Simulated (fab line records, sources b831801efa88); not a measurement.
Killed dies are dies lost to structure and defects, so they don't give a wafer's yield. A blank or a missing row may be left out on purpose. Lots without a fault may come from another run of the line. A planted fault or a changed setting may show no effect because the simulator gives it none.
fab line records | flow sky130
record lots=11 wafers=33 last_day=50
route steps=708 shown VIA3@587 CAP2M@604 PAD_OPEN@708
lots that met no fault: from a run of the same line without faults
start_h: hours from the record's first day to the start of the lot's first wafer shown | wait_h: hours since the lot's step before | " the same as in the row above | L1.1+2: a row that stands for several wafers | - no value, or no start given | * or withheld: withheld | < > ~ a bound
route shown NAME@n: a module of which the file shows steps, and the number in the route of the first | usual: mean/standard deviation of fault-free wafers | same: alike in all rows | chamber/n: place in a boat | sites: the reading at each site | _std_site: their standard deviation | _edge_site: outer sites' mean less inner sites' | radius_mm: how far each site lies from the wafer's centre | mask NAME#n: copy n | behind: the tool/chamber that last shaped the wafer | hold: why the lot was held/for how many hours/how that ended | device: the transistor (n, p or np) that didn't switch | end of line: the same wafers' tests at the end of the route | a step without rows: its recipe alone | killed: dies lost to structure and defects at the first sort, not the wafer's yield | map: a wafer's dies, x killed, . not, _ none there
set.NAME: the setting as run; set.NAME@STEP: as run at that earlier step | model.NAME: the simulator's own value behind a step, which no gauge read
steps of the route over a sample of lots; a table a step, a row a wafer
services: from which hour (start_h, from the record's first day; less than 0 if before it) a tool's chamber was out of use, for how many hours, and why
## steps
# step SKY_VIA3_ETCH_14
# recipe chemistry=N2/H2 target=BARC ion_energy_ev=200 source_w=500 bias_w=100 pressure_mtorr=30.65 n2_flow_sccm=100 h2_flow_sccm=200 stop_on=SiO2 time_s=45.9 target_depth_a=600
# usual drypump_motor_current_A=5.4/0.44 oes_product_au=0.855/0.0048 rf_fwd_power_W=494.4/2 throttle_valve_pct=13.062/0.0087
# columns lot.wafer tool chamber start_h wait_h drypump_motor_current_A oes_product_au rf_fwd_power_W rf_hours_counter_h throttle_valve_pct
L570.2 rie_diel-02 1 927.41 0.0 5.2 0.861 493.8 4 13.055
L570.4 " 2 " " 6.4 0.862 495.8 3 13.044
L570.5 " 0 " " 5.9 0.851 493.0 - 13.059
L572.2 rie_diel-02 0 937.35 0.0 6.0 0.849 495.3 11 13.060
L572.4 " 1 " " 5.2 0.851 493.2 4 13.043
L572.5 " 3 " " 5.4 0.865 494.9 - 13.054
L571.2 rie_diel-04 0 940.12 0.0 5.4 0.852 490.3 6 13.058
L571.5 " 2 " " 4.9 0.849 495.6 - 13.064
L571.6 " 1 " " 4.9 0.856 491.2 - 13.048
L573.2 rie_diel-01 2 947.77 0.0 4.8 0.847 496.5 3 13.076
L573.3 " 3 " " 5.5 0.856 493.5 10 13.050
L573.5 " 1 " " 5.7 0.850 498.9 - 13.058
L578.1 rie_diel-02 2 994.34 0.0 6.4 0.856 492.6 5 13.057
L578.4 " 3 " " 5.4 0.862 497.4 17 13.064
L578.6 " 1 " " 5.2 0.864 494.8 - 13.054
L582.2 rie_diel-04 0 1023.05 0.0 5.4 0.853 492.8 8 13.066
L582.5 " 3 " " 6.0 0.852 492.1 - 13.068
L582.6 " 2 " " 4.9 0.856 415.1 - 13.076
L583.2 rie_diel-01 2 1033.85 0.0 4.8 0.860 493.5 6 13.059
L583.4 " 3 " " 5.5 0.856 493.0 13 13.069
L583.5 " 1 " " 5.6 0.859 495.4 - 13.056
L585.1 rie_diel-02 2 1039.10 0.0 6.4 0.861 493.1 7 13.063
L585.2 " 1 " " 5.1 0.861 492.9 8 13.067
L585.6 " 1 " " 5.1 0.853 496.0 - 13.058
L588.3 rie_diel-01 2 1064.37 0.0 4.8 0.850 497.5 7 13.054
L588.4 " 1 " " 5.6 0.847 496.0 3 13.067
L588.5 " 2 " " 4.8 0.853 496.6 - 13.055
L592.2 rie_diel-01 2 1077.22 0.0 4.8 0.852 496.0 7 13.062
L592.3 " 3 " " 5.5 0.852 496.3 14 13.055
L592.4 " 0 " " 5.8 0.860 495.7 5 13.043
L593.1 rie_diel-01 0 1079.15 0.0 5.8 0.847 494.4 5 13.068
L593.3 " 3 " " 5.5 0.852 497.0 14 13.083
L593.5 " 2 " " 4.8 0.859 494.5 - 13.058
# step SKY_VIA3_STRIP_16
# recipe chemistry=O2/N2 power_w=1400 pressure_mtorr=1500 platen_temp_c=withheld o2_flow_sccm=3000 n2_flow_sccm=300 overash_fraction=0.5
# usual drypump_motor_current_A=5.8/0.46 oes_product_au=0.401/0.0046 strip_time_to_endpoint_s=4.117/0.023
# columns lot.wafer tool chamber start_h wait_h drypump_motor_current_A oes_product_au rf_hours_counter_h strip_time_to_endpoint_s
L570.2 plasma_asher-01 1 927.52 0.0 5.0 0.394 19 4.104
L570.4 " 0 " " 6.4 0.406 - 4.092
L570.5 " 1 " " 5.0 0.405 - 4.091
L572.2 plasma_asher-02 0 937.45 0.0 6.3 0.401 48 4.074
L572.4 " 1 " " 5.4 0.400 - 4.125
L572.5 " 1 " " 5.5 0.409 - 4.074
L571.2 plasma_asher-03 0 940.22 0.0 5.9 0.403 81 4.067
L571.5 " 1 " " 5.6 0.397 - 4.092
L571.6 " 0 " " 5.9 0.396 - 4.111
L573.2 plasma_asher-03 0 947.87 0.0 5.9 0.406 82 4.130
L573.3 " 0 " " 5.9 0.393 - 4.131
L573.5 " 1 " " 5.6 0.395 - 4.142
L578.1 plasma_asher-02 1 994.44 0.0 5.5 0.399 52 4.105
L578.4 " 0 " " 6.3 0.399 - 4.100
L578.6 " 1 " " 5.4 0.400 - 4.131
L582.2 plasma_asher-03 0 1023.15 0.0 5.9 0.405 90 4.118
L582.5 " 0 " " 5.9 0.408 - 4.119
L582.6 " 1 " " 5.6 0.410 - 4.213
L583.2 plasma_asher-03 0 1033.95 0.0 5.9 0.398 91 4.139
L583.4 " 1 " " 5.7 0.401 - 4.107
L583.5 " 1 " " 5.7 0.404 - 4.141
L585.1 plasma_asher-02 1 1039.20 0.0 5.4 0.404 56 4.106
L585.2 " 0 " " 6.3 0.399 56 4.115
L585.6 " 0 " " 6.3 0.407 - 4.115
L588.3 plasma_asher-02 1 1064.50 0.1 5.4 0.407 - 4.148
L588.4 " 0 " " 6.4 0.397 - 4.136
L588.5 " 0 " " 6.3 0.401 - 4.164
L592.2 plasma_asher-02 1 1077.32 0.0 5.4 0.403 61 4.115
L592.3 " 0 " " 6.3 0.403 - 4.107
L592.4 " 1 " " 5.4 0.413 - 4.146
L593.1 plasma_asher-01 1 1079.25 0.0 5.0 0.404 34 4.152
L593.3 " 0 " " 6.4 0.400 - 4.103
L593.5 " 1 " " 5.0 0.402 - 4.111
# step SKY_VIA3_SPUTTER_20
# recipe material=TiN target_thk_nm=20 chamber_pressure_pa=5 power_w=4000 time_s=80
# usual throttle_valve_pct=29.6/0.54
# columns lot.wafer tool chamber start_h wait_h throttle_valve_pct
L570.2 pvd_sputter-03 - 928.11 0.0 30.7
L570.4 " - " " 30.1
L570.5 " - " " 30.6
L572.2 pvd_sputter-01 - 938.05 0.0 30.3
L572.4 " - " " 29.6
L572.5 " - " " 29.9
L571.2 pvd_sputter-03 - 941.21 0.0 29.4
L571.5 " - " " 29.7
L571.6 " - " " 30.5
L573.2 pvd_sputter-01 - 948.46 0.0 29.7
L573.3 " - " " 29.9
L573.5 " - " " 30.0
L578.1 pvd_sputter-02 - 995.04 0.0 29.8
L578.4 " - " " 29.3
L578.6 " - " " 29.4
L582.2 pvd_sputter-01 - 1023.81 0.0 29.5
L582.5 " - " " 29.8
L582.6 " - " " 30.2
L583.2 pvd_sputter-03 - 1034.65 0.0 29.4
L583.4 " - " " 30.6
L583.5 " - " " 29.9
L585.1 pvd_sputter-01 - 1039.83 0.0 29.4
L585.2 " - " " 29.8
L585.6 " - " " 29.0
L588.3 pvd_sputter-03 - 1065.06 0.0 29.0
L588.4 " - " " 29.8
L588.5 " - " " 30.7
L592.2 pvd_sputter-02 - 1078.00 0.0 30.0
L592.3 " - " " 29.1
L592.4 " - " " 28.7
L593.1 pvd_sputter-02 - 1079.84 0.0 29.2
L593.3 " - " " 29.9
L593.5 " - " " 29.2
# step SKY_VIA3_RS_MEAS_22
# recipe thk_meas_gauge=four-point-probe reads=W_of_VIA3_CVD_21+TiN_of_VIA3_SPUTTER_20
# usual VIA3_W_RS=0.2932/0.0028
# columns lot.wafer tool chamber start_h wait_h VIA3_W_RS[ohm/sq]
L570.2 film_metro-02 - 928.32 0.1 0.2902
L570.4 " - " " 0.2916
L570.5 " - " " 0.2870
L572.2 film_metro-01 - 938.25 0.1 0.2969
L572.4 " - " " 0.2904
L572.5 " - " " 0.2921
L571.2 film_metro-01 - 941.42 0.1 0.2918
L571.5 " - " " 0.2939
L571.6 " - " " 0.2895
L573.2 film_metro-01 - 948.66 0.1 0.2961
L573.3 " - " " 0.2955
L573.5 " - " " 0.2902
L578.1 film_metro-04 - 995.22 0.1 0.2931
L578.4 " - " " 0.2909
L578.6 " - " " 0.2925
L582.2 film_metro-01 - 1024.01 0.1 0.2944
L582.5 " - " " 0.2968
L582.6 " - " " 0.2896
L583.2 film_metro-01 - 1034.85 0.1 0.2895
L583.4 " - " " 0.2885
L583.5 " - " " 0.2915
L585.1 film_metro-04 - 1040.02 0.1 0.2901
L585.2 " - " " 0.2929
L585.6 " - " " 0.2905
L588.3 film_metro-04 - 1065.28 0.1 0.2967
L588.4 " - " " 0.2970
L588.5 " - " " 0.2967
L592.2 film_metro-02 - 1078.20 0.1 0.2963
L592.3 " - " " 0.2928
L592.4 " - " " 0.2926
L593.1 film_metro-02 - 1080.03 0.1 0.2918
L593.3 " - " " 0.2947
L593.5 " - " " 0.2907
# step SKY_CAP2M_THK_MEAS_01
# recipe reads=SiO2_of_CAP2M_CVD_00
# usual CAP2M_CVD_00_THK=15.53/0.21
# columns lot.wafer tool chamber start_h wait_h CAP2M_CVD_00_THK[nm]
L570.2 film_metro-01 - 928.96 - 15.56
L570.4 " - " " 15.99
L570.5 " - " " 15.70
L572.2 film_metro-01 - 938.90 - 15.43
L572.4 " - " " 15.40
L572.5 " - " " 15.18
L571.2 film_metro-01 - 942.06 - 15.27
L571.5 " - " " 15.66
L571.6 " - " " 15.46
L573.2 film_metro-03 - 949.31 - 15.63
L573.3 " - " " 15.27
L573.5 " - " " 15.32
L578.1 film_metro-02 - 995.88 - 15.31
L578.4 " - " " 15.49
L578.6 " - " " 15.78
L582.2 film_metro-03 - 1024.66 - 15.79
L582.5 " - " " 15.83
L582.6 " - " " 15.77
L583.2 film_metro-03 - 1035.88 - 15.13
L583.4 " - " " 15.33
L583.5 " - " " 15.21
L585.1 film_metro-03 - 1040.67 - 15.11
L585.2 " - " " 15.36
L585.6 " - " " 15.65
L588.3 film_metro-02 - 1065.92 - 15.36
L588.4 " - " " 15.77
L588.5 " - " " 15.89
L592.2 film_metro-01 - 1078.85 - 15.35
L592.3 " - " " 15.57
L592.4 " - " " 15.89
L593.1 film_metro-01 - 1080.68 - 15.45
L593.3 " - " " 15.57
L593.5 " - " " 15.65
# step SKY_PAD_OPEN_PROBE_99
# usual defect_limited_yield=82.4/1.7 killed_at_M0_to_M3=44/6.9 killed_at_M4_up=3.3/1.7 killed_at_contacts=24/4.7 killed_at_front_end=15/4.5 killed_at_other=0.2/0.49 killed_dies=86/8.4 killed_open=47/6.5 killed_short=39/6 sort_bin_3_pad_short=0.9/0.4 sort_bin_5_function=10.4/1.5 sort_bin_6_memory=6.3/1 sort_n_pass=406/8.4 sort_yield_pct=82.4/1.7
# same gross_dies=492 killed_at_back_side=0 sort_bin_4_leakage[%]=0 sort_bin_8_speed[%]=0
# columns lot.wafer tool chamber start_h wait_h defect_limited_yield[%] killed_at_M0_to_M3 killed_at_M4_up killed_at_contacts killed_at_front_end killed_at_other killed_dies killed_open killed_short sort_bin_3_pad_short[%] sort_bin_5_function[%] sort_bin_6_memory[%] sort_n_pass sort_yield_pct[%]
L571.2 prober-01 - 1084.48 0.1 84.8 44 1 24 6 0 75 39 36 1.0 8.9 5.3 417 84.8
L571.5 prober-01 - 1084.63 0.2 80.9 55 4 22 13 0 94 57 37 0.8 12.0 6.3 398 80.9
L571.6 prober-01 - 1084.68 0.2 82.5 53 5 20 7 1 86 56 30 0.6 9.3 7.5 406 82.5
L578.1 prober-02 - 1129.96 0.1 82.7 50 5 18 12 0 85 38 47 0.8 10.4 6.1 407 82.7
L578.4 prober-02 - 1130.11 0.2 82.5 44 3 24 15 0 86 47 39 1.0 10.8 5.7 406 82.5
L578.6 prober-02 - 1130.21 0.2 84.6 34 3 20 19 0 76 45 31 0.4 10.0 5.1 416 84.6
L582.2 prober-02 - 1154.44 0.1 83.9 37 0 27 15 0 79 39 40 1.0 8.7 6.3 413 83.9
L582.6 prober-02 - 1154.64 0.2 84.8 40 3 22 10 0 75 45 30 0.8 10.6 3.9 417 84.8
L592.2 prober-02 - 1195.52 0.1 78.9 56 3 30 15 0 104 53 51 0.6 13.2 7.3 388 78.9
L592.3 prober-02 - 1195.57 0.2 84.1 37 7 19 15 0 78 41 37 1.4 9.1 5.3 414 84.1
L592.4 prober-02 - 1195.62 0.2 82.1 44 3 25 16 0 88 48 40 0.8 12.2 4.9 404 82.1
# killed by level:class
L571.2 VIA1:geometric_particle:open=9 VIA2:geometric_particle:open=8 CONTACT:geometric_particle:short=7 CONTACT:geometric_particle:open=7 VIA3:geometric_particle:open=7 METAL3:geometric_particle:short=6 LI_CONTACT:geometric_particle:open=4 LOCAL_INTERCONNECT:geometric_particle:short=4
L571.5 VIA1:geometric_particle:open=19 CONTACT:geometric_particle:open=10 VIA2:geometric_particle:open=8 LI_CONTACT:geometric_particle:open=7 METAL2:geometric_particle:short=6 VIA3:geometric_particle:open=5 FIELD_ISO:geometric_particle:open=4 POLY_GATE:geometric_particle:short=4
L571.6 VIA1:geometric_particle:open=15 VIA2:geometric_particle:open=9 CONTACT:geometric_particle:open=9 LI_CONTACT:geometric_particle:open=5 VIA3:geometric_particle:open=5 METAL1:geometric_particle:short=4 METAL2:geometric_particle:short=4 SPACER:geometric_particle:short=3
L578.1 VIA1:geometric_particle:open=12 METAL1:geometric_particle:short=11 CONTACT:geometric_particle:open=9 FIELD_ISO:geometric_particle:short=6 METAL2:geometric_particle:short=6 VIA2:geometric_particle:short=5 LI_CONTACT:geometric_particle:short=4 VIA2:geometric_particle:open=4
L578.4 VIA1:geometric_particle:open=13 CONTACT:geometric_particle:open=11 METAL1:geometric_particle:short=8 VIA2:geometric_particle:short=5 VIA2:geometric_particle:open=5 FIELD_ISO:geometric_particle:open=4 LI_CONTACT:geometric_particle:open=4 CONTACT:geometric_particle:short=4
L578.6 VIA1:geometric_particle:open=14 CONTACT:geometric_particle:open=10 FIELD_ISO:geometric_particle:short=5 POLY_GATE:geometric_particle:open=5 POLY_GATE:geometric_particle:short=5 METAL1:geometric_particle:short=5 LI_CONTACT:geometric_particle:open=4 VIA2:geometric_particle:open=4
L582.2 CONTACT:geometric_particle:open=9 VIA1:geometric_particle:open=8 CONTACT:geometric_particle:short=7 VIA3:geometric_particle:open=7 POLY_GATE:geometric_particle:short=6 VIA1:geometric_particle:short=6 LI_CONTACT:geometric_particle:open=5 VIA2:geometric_particle:open=5
L582.6 LI_CONTACT:geometric_particle:open=11 VIA1:geometric_particle:open=10 VIA2:geometric_particle:open=6 VIA3:geometric_particle:open=6 CONTACT:geometric_particle:open=4 METAL1:geometric_particle:short=4 VIA1:geometric_particle:short=4 POLY_GATE:geometric_particle:short=3
L592.2 VIA1:geometric_particle:open=15 CONTACT:geometric_particle:open=11 METAL1:geometric_particle:short=8 FIELD_ISO:geometric_particle:short=7 LI_CONTACT:geometric_particle:open=7 VIA3:geometric_particle:open=7 VIA1:geometric_particle:short=6 CONTACT:geometric_particle:short=5
L592.3 CONTACT:geometric_particle:open=11 METAL1:geometric_particle:short=7 VIA1:geometric_particle:open=7 POLY_GATE:geometric_particle:short=6 VIA3:geometric_particle:short=6 METAL4:geometric_particle:short=6 LI_CONTACT:geometric_particle:open=5 VIA3:geometric_particle:open=5
L592.4 LI_CONTACT:geometric_particle:open=9 CONTACT:geometric_particle:open=9 VIA1:geometric_particle:open=8 VIA1:geometric_particle:short=7 FIELD_ISO:geometric_particle:open=5 METAL1:geometric_particle:short=5 VIA3:geometric_particle:open=5 VIA3:geometric_particle:short=5
## services
# columns tool chamber start_h hours kind
rie_diel-02 3 905.22 3.3 repair
rie_diel-01 1 908.89 - clean
rie_diel-01 1 908.89 - consumable_replace:showerhead
rie_diel-01 1 908.89 16.1 scheduled_down
rie_diel-01 1 908.89 16.1 vent_cycle
rie_diel-02 - 917.08 1.1 repair
rie_diel-01 - 917.74 29.6 repair
rie_diel-04 0 918.81 9.9 repair
rie_diel-04 - 921.33 0.3 repair
rie_diel-04 3 935.64 4.5 repair
pvd_sputter-01 1 940.25 - consumable_replace:kit
plasma_asher-02 - 967.12 12.5 repair
pvd_sputter-01 - 974.42 0.8 repair
rie_diel-01 1 977.12 9.7 repair
plasma_asher-02 - 979.59 2.8 pm
rie_diel-01 0 991.57 5.4 repair
plasma_asher-02 - 1009.30 3.3 repair
plasma_asher-01 - 1015.56 2.1 repair
rie_diel-04 - 1021.30 0.2 repair
rie_diel-04 1 1025.70 18.2 repair
rie_diel-04 3 1032.78 9.7 repair
plasma_asher-01 - 1045.97 1.5 repair
plasma_asher-03 - 1048.70 0.7 repair
plasma_asher-03 - 1052.56 2.0 repair
## key
first_sign step=SKY_VIA3_ETCH_14 reading=rf_fwd_power_W direction=down sigmas=40 usual=494.4 struck=415.1
effect step=SKY_VIA3_STRIP_16 reading=strip_time_to_endpoint_s direction=up sigmas=4.2 usual=* struck=*
met_at SKY_VIA3_ETCH_14
struck_lots L582
struck_wafers L582.6
not_acting_at SKY_VIA3_SPUTTER_20,SKY_VIA3_RS_MEAS_22,SKY_CAP2M_THK_MEAS_01
onset_between 940.12 1023.05
fault kind=process_parameter_drift tool=rie_diel-04 chamber=2 onset_h=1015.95 steps=SKY_VIA3_ETCH_14 channel=source_w offset=-80 shape=step end_h=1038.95 acts_in=these_recipes_only stated=500
